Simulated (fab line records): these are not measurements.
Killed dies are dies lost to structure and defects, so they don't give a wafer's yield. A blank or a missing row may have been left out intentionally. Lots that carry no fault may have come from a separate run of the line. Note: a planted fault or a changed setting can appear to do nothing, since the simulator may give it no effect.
Which of the tools did it? / flow gf180mcu / 72 wafers from 24 lots sampled at 6 of the route's 602 steps

== WHAT EACH GAUGE READ, for each wafer ==
GF_CONTACT_OVL_MEAS_15.
lot=L074; measured=day 15 10:47; on=overlay-01; CONTACT_OVL (nm)=-7 -10 -9
lot=L075; measured=day 15 17:29; on=overlay-02; CONTACT_OVL (nm)=0 1 -1
lot=L077; measured=day 16 19:46; on=overlay-02; CONTACT_OVL (nm)=-6 -9 -8
lot=L076; measured=day 16 21:11; on=overlay-02; CONTACT_OVL (nm)=-1 -3 1
lot=L078; measured=day 17 07:15; on=overlay-02; CONTACT_OVL (nm)=-12 -14 -16
lot=L079; measured=day 17 14:09; on=overlay-02; CONTACT_OVL (nm)=-2 3 1
lot=L080; measured=day 17 20:05; on=overlay-01; CONTACT_OVL (nm)=0 -3 -5
lot=L081; measured=day 18 15:54; on=overlay-02; CONTACT_OVL (nm)=-15 -14 -23
lot=L082; measured=day 18 19:11; on=overlay-01; CONTACT_OVL (nm)=-1 -7 -6
lot=L083; measured=day 18 20:11; on=overlay-02; CONTACT_OVL (nm)=-10 -8 -13
lot=L084; measured=day 19 00:48; on=overlay-01; CONTACT_OVL (nm)=-12 -13 -8
lot=L085; measured=day 19 07:37; on=overlay-02; CONTACT_OVL (nm)=-3 -5 -6
lot=L086; measured=day 19 19:35; on=overlay-01; CONTACT_OVL (nm)=-9 -2 -14
lot=L087; measured=day 20 13:23; on=overlay-01; CONTACT_OVL (nm)=1 -4 -2
lot=L088; measured=day 20 15:35; on=overlay-02; CONTACT_OVL (nm)=-6 -5 1
lot=L089; measured=day 21 02:17; on=overlay-02; CONTACT_OVL (nm)=-8 -10 -7
lot=L090; measured=day 21 08:55; on=overlay-01; CONTACT_OVL (nm)=-3 0 -8
lot=L091; measured=day 21 21:38; on=overlay-01; CONTACT_OVL (nm)=-7 -1 -11
lot=L092; measured=day 22 01:32; on=overlay-02; CONTACT_OVL (nm)=1 6 1
lot=L093; measured=day 22 12:22; on=overlay-01; CONTACT_OVL (nm)=-8 -8 -1
lot=L095; measured=day 23 01:17; on=overlay-02; CONTACT_OVL (nm)=-1 -3 -4
lot=L094; measured=day 23 02:10; on=overlay-02; CONTACT_OVL (nm)=-14 -11 -7
lot=L096; measured=day 23 07:49; on=overlay-02; CONTACT_OVL (nm)=1 -6 -6
lot=L097; measured=day 23 21:11; on=overlay-02; CONTACT_OVL (nm)=-10 -12 -9

GF_M3_THK_MEAS_06: measures by xrf.
lot=L074; measured=day 19 14:29; on=filmMetro-01; M3_ALCU_THK (nm)=453 465 460
lot=L075; measured=day 19 21:08; on=filmMetro-02; M3_ALCU_THK (nm)=453 462 452
lot=L077; measured=day 21 02:20; on=filmMetro-02; M3_ALCU_THK (nm)=461 457 458
lot=L076; measured=day 21 04:49; on=filmMetro-02; M3_ALCU_THK (nm)=455 459 453
lot=L078; measured=day 21 13:23; on=filmMetro-01; M3_ALCU_THK (nm)=446 457 445
lot=L079; measured=day 21 22:03; on=filmMetro-02; M3_ALCU_THK (nm)=454 458 456
lot=L080; measured=day 22 03:35; on=filmMetro-03; M3_ALCU_THK (nm)=450 454 447
lot=L081; measured=day 22 21:58; on=filmMetro-03; M3_ALCU_THK (nm)=452 454 449
lot=L082; measured=day 23 02:35; on=filmMetro-01; M3_ALCU_THK (nm)=463 463 448
lot=L083; measured=day 23 03:16; on=filmMetro-02; M3_ALCU_THK (nm)=463 462 461
lot=L084; measured=day 23 06:47; on=filmMetro-02; M3_ALCU_THK (nm)=462 462 460
lot=L085; measured=day 23 14:09; on=filmMetro-01; M3_ALCU_THK (nm)=449 453 450
lot=L086; measured=day 24 01:15; on=filmMetro-01; M3_ALCU_THK (nm)=455 456 455
lot=L087; measured=day 24 19:46; on=filmMetro-01; M3_ALCU_THK (nm)=456 460 451
lot=L088; measured=day 24 21:27; on=filmMetro-01; M3_ALCU_THK (nm)=450 450 449
lot=L089; measured=day 25 08:04; on=filmMetro-01; M3_ALCU_THK (nm)=466 453 469
lot=L090; measured=day 25 13:25; on=filmMetro-03; M3_ALCU_THK (nm)=457 459 460
lot=L091; measured=day 26 01:59; on=filmMetro-01; M3_ALCU_THK (nm)=460 451 463
lot=L092; measured=day 26 05:29; on=filmMetro-02; M3_ALCU_THK (nm)=447 453 448
lot=L093; measured=day 26 13:04; on=filmMetro-01; M3_ALCU_THK (nm)=453 471 457
lot=L095; measured=day 27 01:49; on=filmMetro-03; M3_ALCU_THK (nm)=466 462 459
lot=L094; measured=day 27 03:28; on=filmMetro-02; M3_ALCU_THK (nm)=459 463 453
lot=L096; measured=day 27 08:53; on=filmMetro-02; M3_ALCU_THK (nm)=454 454 458
lot=L097; measured=day 27 20:04; on=filmMetro-02; M3_ALCU_THK (nm)=461 449 456

GF_M4_THK_MEAS_06: measures by xrf.
lot=L074; measured=day 21 14:59; on=filmMetro-04; M4_ALCU_THK (nm)=456 457 456
lot=L075; measured=day 22 01:10; on=filmMetro-04; M4_ALCU_THK (nm)=460 460 459
lot=L077; measured=day 23 06:18; on=filmMetro-01; M4_ALCU_THK (nm)=459 456 456
lot=L076; measured=day 23 08:06; on=filmMetro-04; M4_ALCU_THK (nm)=460 456 457
lot=L078; measured=day 23 16:17; on=filmMetro-04; M4_ALCU_THK (nm)=460 467 463
lot=L079; measured=day 24 00:13; on=filmMetro-02; M4_ALCU_THK (nm)=464 453 456
lot=L080; measured=day 24 06:14; on=filmMetro-01; M4_ALCU_THK (nm)=465 462 460
lot=L081; measured=day 24 23:56; on=filmMetro-01; M4_ALCU_THK (nm)=455 458 458
lot=L082; measured=day 25 03:13; on=filmMetro-02; M4_ALCU_THK (nm)=462 460 461
lot=L083; measured=day 25 03:55; on=filmMetro-04; M4_ALCU_THK (nm)=449 451 450
lot=L084; measured=day 25 07:08; on=filmMetro-01; M4_ALCU_THK (nm)=455 449 462
lot=L085; measured=day 25 14:11; on=filmMetro-04; M4_ALCU_THK (nm)=450 450 451
lot=L086; measured=day 26 02:16; on=filmMetro-01; M4_ALCU_THK (nm)=460 460 461
lot=L087; measured=day 26 17:43; on=filmMetro-04; M4_ALCU_THK (nm)=466 454 461
lot=L088; measured=day 26 19:18; on=filmMetro-01; M4_ALCU_THK (nm)=449 452 452
lot=L089; measured=day 27 06:42; on=filmMetro-01; M4_ALCU_THK (nm)=451 457 456
lot=L090; measured=day 27 10:44; on=filmMetro-01; M4_ALCU_THK (nm)=456 453 461
lot=L091; measured=day 27 22:46; on=filmMetro-01; M4_ALCU_THK (nm)=459 460 449
lot=L092; measured=day 28 02:00; on=filmMetro-01; M4_ALCU_THK (nm)=458 461 465
lot=L093; measured=day 28 08:44; on=filmMetro-01; M4_ALCU_THK (nm)=456 456 460
lot=L095; measured=day 28 20:33; on=filmMetro-01; M4_ALCU_THK (nm)=469 461 463
lot=L094; measured=day 28 22:25; on=filmMetro-04; M4_ALCU_THK (nm)=456 448 449
lot=L096; measured=day 29 03:59; on=filmMetro-04; M4_ALCU_THK (nm)=452 455 457
lot=L097; measured=day 29 12:37; on=filmMetro-04; M4_ALCU_THK (nm)=452 456 445

GF_M4_OVL_MEAS_15.
lot=L074; measured=day 22 15:17; on=overlay-02; M4_OVL (nm)=-6 -7 -3
lot=L075; measured=day 23 00:49; on=overlay-02; M4_OVL (nm)=11 4 5
lot=L077; measured=day 24 05:14; on=overlay-02; M4_OVL (nm)=-9 -1 -3
lot=L076; measured=day 24 06:54; on=overlay-02; M4_OVL (nm)=2 -1 -1
lot=L078; measured=day 24 14:55; on=overlay-01; M4_OVL (nm)=-4 -4 -10
lot=L079; measured=day 24 23:16; on=overlay-01; M4_OVL (nm)=2 4 -3
lot=L080; measured=day 25 04:55; on=overlay-02; M4_OVL (nm)=7 0 -1
lot=L081; measured=day 25 22:01; on=overlay-02; M4_OVL (nm)=3 0 -1
lot=L082; measured=day 26 00:41; on=overlay-02; M4_OVL (nm)=3 1 -4
lot=L083; measured=day 26 02:17; on=overlay-02; M4_OVL (nm)=5 7 9
lot=L084; measured=day 26 04:37; on=overlay-02; M4_OVL (nm)=-2 2 -2
lot=L085; measured=day 26 11:59; on=overlay-02; M4_OVL (nm)=0 2 4
lot=L086; measured=day 26 23:40; on=overlay-01; M4_OVL (nm)=4 0 4
lot=L087; measured=day 27 14:10; on=overlay-02; M4_OVL (nm)=3 -2 -1
lot=L088; measured=day 27 15:49; on=overlay-02; M4_OVL (nm)=1 3 -3
lot=L089; measured=day 28 03:29; on=overlay-01; M4_OVL (nm)=-13 -2 -8
lot=L090; measured=day 28 06:28; on=overlay-02; M4_OVL (nm)=1 5 0
lot=L091; measured=day 28 18:16; on=overlay-01; M4_OVL (nm)=-5 -2 -6
lot=L092; measured=day 28 21:22; on=overlay-01; M4_OVL (nm)=3 6 5
lot=L093; measured=day 29 02:41; on=overlay-01; M4_OVL (nm)=6 2 8
lot=L095; measured=day 29 15:16; on=overlay-01; M4_OVL (nm)=-4 -5 -5
lot=L094; measured=day 29 17:10; on=overlay-02; M4_OVL (nm)=-14 -9 -4
lot=L096; measured=day 29 22:56; on=overlay-01; M4_OVL (nm)=-4 -2 0
lot=L097; measured=day 30 06:05; on=overlay-02; M4_OVL (nm)=-11 0 -10

GF_V4_BOW_MEAS_05.
lot=L074; measured=day 22 16:34; on=filmMetro-03; V4_BOW (um)=147 154 147
lot=L075; measured=day 23 02:05; on=filmMetro-02; V4_BOW (um)=107 118 121
lot=L077; measured=day 24 06:31; on=filmMetro-02; V4_BOW (um)=132 131 142
lot=L076; measured=day 24 08:10; on=filmMetro-03; V4_BOW (um)=125 133 139
lot=L078; measured=day 24 16:19; on=filmMetro-02; V4_BOW (um)=132 135 141
lot=L079; measured=day 25 00:32; on=filmMetro-04; V4_BOW (um)=146 134 129
lot=L080; measured=day 25 06:11; on=filmMetro-04; V4_BOW (um)=132 117 120
lot=L081; measured=day 25 23:18; on=filmMetro-04; V4_BOW (um)=144 127 139
lot=L082; measured=day 26 02:13; on=filmMetro-02; V4_BOW (um)=134 142 148
lot=L083; measured=day 26 03:38; on=filmMetro-04; V4_BOW (um)=150 140 136
lot=L084; measured=day 26 05:54; on=filmMetro-03; V4_BOW (um)=136 115 128
lot=L085; measured=day 26 13:26; on=filmMetro-02; V4_BOW (um)=128 122 117
lot=L086; measured=day 27 01:01; on=filmMetro-04; V4_BOW (um)=129 111 123
lot=L087; measured=day 27 15:33; on=filmMetro-04; V4_BOW (um)=132 116 106
lot=L088; measured=day 27 17:05; on=filmMetro-04; V4_BOW (um)=141 141 140
lot=L089; measured=day 28 05:09; on=filmMetro-03; V4_BOW (um)=120 122 134
lot=L090; measured=day 28 07:49; on=filmMetro-03; V4_BOW (um)=135 128 139
lot=L091; measured=day 28 19:35; on=filmMetro-02; V4_BOW (um)=114 123 125
lot=L092; measured=day 28 22:49; on=filmMetro-03; V4_BOW (um)=131 132 137
lot=L093; measured=day 29 03:57; on=filmMetro-03; V4_BOW (um)=128 134 138
lot=L095; measured=day 29 16:31; on=filmMetro-02; V4_BOW (um)=117 133 112
lot=L094; measured=day 29 18:27; on=filmMetro-04; V4_BOW (um)=134 128 140
lot=L096; measured=day 30 01:02; on=filmMetro-03; V4_BOW (um)=150 128 157
lot=L097; measured=day 30 07:22; on=filmMetro-03; V4_BOW (um)=133 139 139

== EACH LOT AND THE TOOL THAT RAN IT (in order: tool; ch and the chambers of the sampled wafers; start) ==
lot=L074; GF_M4_SPUTTER_02=pvdSputter-02, day 21 14:47
lot=L075; GF_M4_SPUTTER_02=pvdSputter-03, day 22 00:57
lot=L077; GF_M4_SPUTTER_02=pvdSputter-03, day 23 06:05
lot=L076; GF_M4_SPUTTER_02=pvdSputter-03, day 23 07:53
lot=L078; GF_M4_SPUTTER_02=pvdSputter-04, day 23 16:04
lot=L079; GF_M4_SPUTTER_02=pvdSputter-04, day 24 00:00
lot=L080; GF_M4_SPUTTER_02=pvdSputter-03, day 24 06:01
lot=L081; GF_M4_SPUTTER_02=pvdSputter-04, day 24 23:43
lot=L082; GF_M4_SPUTTER_02=pvdSputter-03, day 25 03:01
lot=L083; GF_M4_SPUTTER_02=pvdSputter-02, day 25 03:43
lot=L084; GF_M4_SPUTTER_02=pvdSputter-04, day 25 06:55
lot=L085; GF_M4_SPUTTER_02=pvdSputter-02, day 25 13:58
lot=L086; GF_M4_SPUTTER_02=pvdSputter-03, day 26 02:03
lot=L087; GF_M4_SPUTTER_02=pvdSputter-04, day 26 17:30
lot=L088; GF_M4_SPUTTER_02=pvdSputter-02, day 26 19:05
lot=L089; GF_M4_SPUTTER_02=pvdSputter-02, day 27 06:29
lot=L090; GF_M4_SPUTTER_02=pvdSputter-04, day 27 10:31
lot=L091; GF_M4_SPUTTER_02=pvdSputter-04, day 27 22:32
lot=L092; GF_M4_SPUTTER_02=pvdSputter-03, day 28 01:47
lot=L093; GF_M4_SPUTTER_02=pvdSputter-03, day 28 08:32
lot=L095; GF_M4_SPUTTER_02=pvdSputter-03, day 28 20:20
lot=L094; GF_M4_SPUTTER_02=pvdSputter-04, day 28 22:13
lot=L096; GF_M4_SPUTTER_02=pvdSputter-03, day 29 03:47
lot=L097; GF_M4_SPUTTER_02=pvdSputter-04, day 29 12:23
- GF_M4_SPUTTER_02: material AlCu, target thk 450 nm, time 23.9 s.

== AS READ BY THE TOOLS THEMSELVES (means over the sampled wafers that have a number; for cases with no such wafer, the mark the record gives instead) ==
GF_M4_SPUTTER_02.
lot=L074; tool=pvdSputter-02; throttleValvePct (%)=29.9
lot=L075; tool=pvdSputter-03; throttleValvePct (%)=30.2
lot=L077; tool=pvdSputter-03; throttleValvePct (%)=31.2
lot=L076; tool=pvdSputter-03; throttleValvePct (%)=30.5
lot=L078; tool=pvdSputter-04; throttleValvePct (%)=29.3
lot=L079; tool=pvdSputter-04; throttleValvePct (%)=30.5
lot=L080; tool=pvdSputter-03; throttleValvePct (%)=31.3
lot=L081; tool=pvdSputter-04; throttleValvePct (%)=30.4
lot=L082; tool=pvdSputter-03; throttleValvePct (%)=31.1
lot=L083; tool=pvdSputter-02; throttleValvePct (%)=29.4
lot=L084; tool=pvdSputter-04; throttleValvePct (%)=30.0
lot=L085; tool=pvdSputter-02; throttleValvePct (%)=30.5
lot=L086; tool=pvdSputter-03; throttleValvePct (%)=30.7
lot=L087; tool=pvdSputter-04; throttleValvePct (%)=30.1
lot=L088; tool=pvdSputter-02; throttleValvePct (%)=29.3
lot=L089; tool=pvdSputter-02; throttleValvePct (%)=29.4
lot=L090; tool=pvdSputter-04; throttleValvePct (%)=30.4
lot=L091; tool=pvdSputter-04; throttleValvePct (%)=29.3
lot=L092; tool=pvdSputter-03; throttleValvePct (%)=30.5
lot=L093; tool=pvdSputter-03; throttleValvePct (%)=31.2
lot=L095; tool=pvdSputter-03; throttleValvePct (%)=30.8
lot=L094; tool=pvdSputter-04; throttleValvePct (%)=30.5
lot=L096; tool=pvdSputter-03; throttleValvePct (%)=31.0
lot=L097; tool=pvdSputter-04; throttleValvePct (%)=29.9

== THE ANSWER, worked out from the rows above alone ==
Rule: the usual values come from the lots themselves. The widest of any qualifying gaps counts: lots, ordered by their means at a reading, are off when they make up no more than a third of the lots, leave a main group of 4 or more, and stand apart from it by 3 or more times the standard deviation of that group's means. A main group whose means are all the same, to the digits that the tables above print for the reading, isn't used. Also off: a lot with no number at a reading for which 4 or more lots have one. All remaining lots with rows at the step are treated as sound. Order of review: gauges by route order, followed by the tools' own readings, for which a lot's mean as printed above is used. The first step at which some lot is off is used, and at that step the reading that is off furthest; a lot without a number counts as furthest.
No lot is off on any of the readings shown, so nothing can be concluded from this.

== WHAT WAS PUT IN BY THE SIMULATOR ==
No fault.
